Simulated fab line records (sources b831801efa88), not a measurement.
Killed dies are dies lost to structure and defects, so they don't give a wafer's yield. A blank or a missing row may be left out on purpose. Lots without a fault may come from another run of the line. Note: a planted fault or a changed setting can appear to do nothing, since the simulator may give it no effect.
Which tool is to blame? / flow sky130 / 24 lots, 72 wafers sampled, at 2 steps of a route of 708

== WHAT THE GAUGES READ, wafer by wafer ==
SKY_LDD_N_OVL_MEAS_07. Usual: LDD_N_OVL typically reads -0.6 nm, with standard deviation 1.4.
lot=L074; measured=day 17 09:29; on=overlay-01; LDD_N_OVL (nm)=-1.1 0.1 -0.7; flag=
lot=L075; measured=day 17 20:20; on=overlay-02; LDD_N_OVL (nm)=-2.3 1.0 0.8; flag=
lot=L076; measured=day 18 03:00; on=overlay-01; LDD_N_OVL (nm)=-0.7 0.9 -0.4; flag=
lot=L077; measured=day 18 10:36; on=overlay-02; LDD_N_OVL (nm)=-1.1 -3.3 0.1; flag=
lot=L078; measured=day 19 00:20; on=overlay-02; LDD_N_OVL (nm)=0.2 -0.9 -0.2; flag=
lot=L079; measured=day 19 13:46; on=overlay-02; LDD_N_OVL (nm)=1.3 1.3 1.9; flag=
lot=L082; measured=day 20 20:40; on=overlay-02; LDD_N_OVL (nm)=-1.3 -0.7 -0.1; flag=
lot=L080; measured=day 20 21:32; on=overlay-01; LDD_N_OVL (nm)=-1.9 -3.0 -3.0; flag=
lot=L081; measured=day 20 21:49; on=overlay-02; LDD_N_OVL (nm)=-1.6 0.0 1.6; flag=
lot=L083; measured=day 21 05:56; on=overlay-02; LDD_N_OVL (nm)=2.8 2.3 2.0; flag=
lot=L084; measured=day 21 15:46; on=overlay-01; LDD_N_OVL (nm)=0.3 0.9 1.3; flag=
lot=L085; measured=day 22 00:37; on=overlay-01; LDD_N_OVL (nm)=-3.7 -3.9 -3.1; flag=
lot=L086; measured=day 22 10:20; on=overlay-02; LDD_N_OVL (nm)=-2.1 -0.9 -2.1; flag=
lot=L087; measured=day 22 12:04; on=overlay-02; LDD_N_OVL (nm)=-0.4 -0.3 -0.2; flag=
lot=L088; measured=day 23 02:39; on=overlay-02; LDD_N_OVL (nm)=-1.1 -0.4 0.2; flag=
lot=L089; measured=day 23 09:50; on=overlay-01; LDD_N_OVL (nm)=-0.2 -0.6 -0.7; flag=
lot=L090; measured=day 23 15:16; on=overlay-02; LDD_N_OVL (nm)=-1.4 0.8 1.0; flag=
lot=L091; measured=day 24 01:25; on=overlay-01; LDD_N_OVL (nm)=-0.1 -1.1 -0.8; flag=
lot=L092; measured=day 24 12:32; on=overlay-02; LDD_N_OVL (nm)=2.1 -1.8 0.2; flag=
lot=L093; measured=day 25 00:49; on=overlay-01; LDD_N_OVL (nm)=-1.0 -0.2 -0.8; flag=
lot=L094; measured=day 25 05:58; on=overlay-01; LDD_N_OVL (nm)=-1.7 0.7 -1.0; flag=
lot=L095; measured=day 25 14:22; on=overlay-01; LDD_N_OVL (nm)=-1.3 0.6 -0.1; flag=
lot=L096; measured=day 25 15:17; on=overlay-02; LDD_N_OVL (nm)=-0.1 -2.2 -2.9; flag=
lot=L097; measured=day 25 19:14; on=overlay-01; LDD_N_OVL (nm)=-2.4 -0.8 -2.2; flag=

SKY_CONTACT_RS_MEAS_25: uses a four-point probe to measure. Usual: CONTACT_W_RS typically reads 0.335 ohm/sq, with standard deviation 0.0047.
lot=L074; measured=day 31 06:47; on=film metro-01; CONTACT_W_RS (ohm/sq)=0.328 0.331 0.335; flag=
lot=L075; measured=day 31 15:54; on=film metro-01; CONTACT_W_RS (ohm/sq)=0.338 0.343 0.341; flag=
lot=L076; measured=day 31 22:15; on=film metro-03; CONTACT_W_RS (ohm/sq)=0.327 0.333 0.335; flag=
lot=L077; measured=day 32 06:54; on=film metro-01; CONTACT_W_RS (ohm/sq)=0.340 0.340 0.339; flag=
lot=L078; measured=day 32 16:19; on=film metro-03; CONTACT_W_RS (ohm/sq)=0.327 0.328 0.332; flag=
lot=L079; measured=day 33 09:16; on=film metro-04; CONTACT_W_RS (ohm/sq)=0.340 0.341 0.340; flag=
lot=L082; measured=day 34 08:47; on=film metro-03; CONTACT_W_RS (ohm/sq)=0.341 0.335 0.338; flag=
lot=L080; measured=day 34 11:26; on=film metro-01; CONTACT_W_RS (ohm/sq)=0.341 0.341 0.337; flag=
lot=L081; measured=day 34 14:08; on=film metro-01; CONTACT_W_RS (ohm/sq)=0.340 0.343 0.341; flag=
lot=L083; measured=day 34 17:06; on=film metro-04; CONTACT_W_RS (ohm/sq)=0.340 0.338 0.339; flag=
lot=L084; measured=day 35 02:38; on=film metro-03; CONTACT_W_RS (ohm/sq)=0.341 0.342 0.336; flag=
lot=L085; measured=day 35 09:31; on=film metro-03; CONTACT_W_RS (ohm/sq)=0.334 0.333 0.333; flag=
lot=L086; measured=day 35 18:39; on=film metro-03; CONTACT_W_RS (ohm/sq)=0.340 0.337 0.340; flag=
lot=L087; measured=day 35 19:56; on=film metro-03; CONTACT_W_RS (ohm/sq)=0.338 0.338 0.336; flag=
lot=L088; measured=day 36 09:07; on=film metro-04; CONTACT_W_RS (ohm/sq)=0.331 0.326 0.330; flag=
lot=L089; measured=day 36 16:48; on=film metro-01; CONTACT_W_RS (ohm/sq)=0.328 0.328 0.327; flag=
lot=L090; measured=day 36 20:02; on=film metro-01; CONTACT_W_RS (ohm/sq)=0.336 0.334 0.334; flag=
lot=L091; measured=day 37 03:46; on=film metro-04; CONTACT_W_RS (ohm/sq)=0.335 0.334 0.334; flag=
lot=L092; measured=day 37 15:29; on=film metro-03; CONTACT_W_RS (ohm/sq)=0.336 0.336 0.327; flag=
lot=L093; measured=day 37 23:13; on=film metro-03; CONTACT_W_RS (ohm/sq)=0.333 0.332 0.334; flag=
lot=L094; measured=day 38 08:07; on=film metro-04; CONTACT_W_RS (ohm/sq)=0.340 0.337 0.335; flag=
lot=L095; measured=day 38 11:47; on=film metro-03; CONTACT_W_RS (ohm/sq)=0.334 0.328 0.331; flag=
lot=L096; measured=day 38 12:32; on=film metro-04; CONTACT_W_RS (ohm/sq)=0.328 0.329 0.334; flag=
lot=L097; measured=day 38 15:43; on=film metro-04; CONTACT_W_RS (ohm/sq)=0.330 0.333 0.333; flag=

== WHAT TOOL EACH LOT RAN ON (gives the tool, then ch and the chambers of the sampled wafers, and finally the start) ==
No process step before these readings appears in the record.

== WHAT THE TOOLS THEMSELVES READ (means of the sampled wafers that have a number; where no wafer has one, the mark that the record gives instead) ==
The record holds no such reading with a usual standard deviation.

== THE ANSWER, worked out from the rows above alone ==
Rule: take the mean of a lot's wafers that have a number; if it is more than 3 standard deviations from the usual mean, the lot is off. A lot without any number at a reading at which 4 lots or more have one is off too. Where the step has rows for the other lots, those lots are counted as sound. The gauges are gone through in route order, then the tools' own readings, and for those a lot's mean is taken as printed above. At the first step where some lot is off, the reading lying furthest off is the one used; lots without a number count as furthest.
No lot is off on any of the readings shown, so nothing can be concluded from this.

== WHAT WAS PUT IN BY THE SIMULATOR ==
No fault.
